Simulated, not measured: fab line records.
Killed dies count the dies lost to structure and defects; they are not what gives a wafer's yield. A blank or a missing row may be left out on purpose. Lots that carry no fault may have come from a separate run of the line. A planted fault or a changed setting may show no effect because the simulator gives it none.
Struck lot and sound lot, side by side -- flow sfq line -- 14 steps out of a route of 325
Sound: these wafers, L374.1, L374.4, L374.5. Struck: wafers L377.2, L377.3, L377.6. The cause comes at the end.
At each step with rows: each side's tool, then ch and its chambers, then its first start. Under that, the readings that differ: sound wafers -- struck wafers -- difference of the means -- sigmas: that difference in standard deviations of wafers without a fault.
alike: a reading whose means differ by less than 2 such deviations, as well as words and numbers matching on both sides. not compared: withheld readings; readings where some wafer has no value; bounds like >300 that might hide an equal value; numbers whose values overlap and for which the record gives no deviation.
The two part at a step that has a row with sigmas, a row that says differs or no value, or rows on one side only. Numbers that don't overlap but have no deviation are shown without sigmas and don't part them. Lack of a reading on every wafer of one side parts them only where that side has two or more wafers.

SFQ_TRILAYER_M6_BARC_OPEN_METAL_ETCH_206: etches BARC in O2, target depth 125 nm, time 41.7 s.
  sound on rie metal-02 ch 1, day 77 02:43; struck on rie metal-04 ch 0,1, day 80 10:05
  alike: chamber pressure mTorr, drypump motor current A, oes product au
  not compared: rf hours counter h
then, 1 step without rows for these wafers: SFQ_TRILAYER_M6_ETCH_METAL_ETCH_162 (etches Nb in Cl2/Ar, stops on SiO2, target depth 240 nm, time 120 s).
SFQ_TRILAYER_M6_STRIP_STRIP_163: strips in O2.
  sound on rie metal-02 ch 1, day 77 02:53; struck on rie metal-04 ch 0,1, day 80 10:16
reading,sound,struck,difference,sigmas
oes product au (a.u.),1.005 0.997 0.997,1.028 1.013 1.016,+0.019,+2
  alike: chamber pressure mTorr, drypump motor current A
  not compared: rf hours counter h
then, 1 step without rows for these wafers: SFQ_TRILAYER_M6_STRIP_SOLV_CLEAN_164 (cleans in NMP, time 600 s).
SFQ_TRILAYER_I6_DEP_PECVD_165: deposits SiO2 from SiH4/N2O, time 111.11 s, target thk 500 nm.
  sound on pecvd-04 ch 1,2, day 77 03:40; struck on pecvd-04 ch 0,1,2, day 80 11:02
  alike: heater power w, susceptor temp C, throttle valve pct
SFQ_TRILAYER_I6_CMP_CMP_166: polishes SiO2.
  sound on cmp-02 ch 0,2, day 77 08:05; struck on cmp-02 ch 2,3, day 80 11:07
reading,sound,struck,difference,sigmas
time to endpoint s (s),216 231 228,209 204 217,-15,-2
  alike: motor current A
SFQ_I6_BOW_MEAS_941:
  sound on film metro-04 at day 77 11:06; struck on film metro-04 at day 80 14:08
  alike: I6_BOW
SFQ_TRILAYER_I6_METRO_MEASURE_167:
  sound on film metro-04 at day 77 11:13; struck on film metro-04 at day 80 14:26
  alike: thk nm
then, 4 steps without rows for these wafers: SFQ_TRILAYER_I6_VIA_LITHO_COAT_174 (resist thk 62 nm); SFQ_TRILAYER_I6_VIA_LITHO_COAT_169 (resist thk 650 nm); SFQ_TRILAYER_I6_VIA_LITHO_SOFTBAKE_173; SFQ_TRILAYER_I6_VIA_LITHO_EXPOSE_170 (exposes mask I6, target cd 700 nm).
-- the record jumps here: 5 days lie between the struck wafers' starts before and after --
SFQ_TRILAYER_I6_VIA_LITHO_PEB_172: peb time 60 s.
  struck on litho track-03, day 85 06:19; sound on litho track-03 ch 0, day 77 14:22
  no value came back on the struck wafers for chill plate temp C (C), exhaust pa (Pa); on the sound wafers chill plate temp C (C) reads 22.90 22.76 22.84
then, 1 step without rows for these wafers: SFQ_TRILAYER_I6_VIA_LITHO_DEVELOP_171 (time 60 s).

WHERE THEY PART
At SFQ_TRILAYER_M6_STRIP_STRIP_163 first; at SFQ_TRILAYER_I6_VIA_LITHO_PEB_172 last (within this record only).

WHY: what had been put in by the simulator
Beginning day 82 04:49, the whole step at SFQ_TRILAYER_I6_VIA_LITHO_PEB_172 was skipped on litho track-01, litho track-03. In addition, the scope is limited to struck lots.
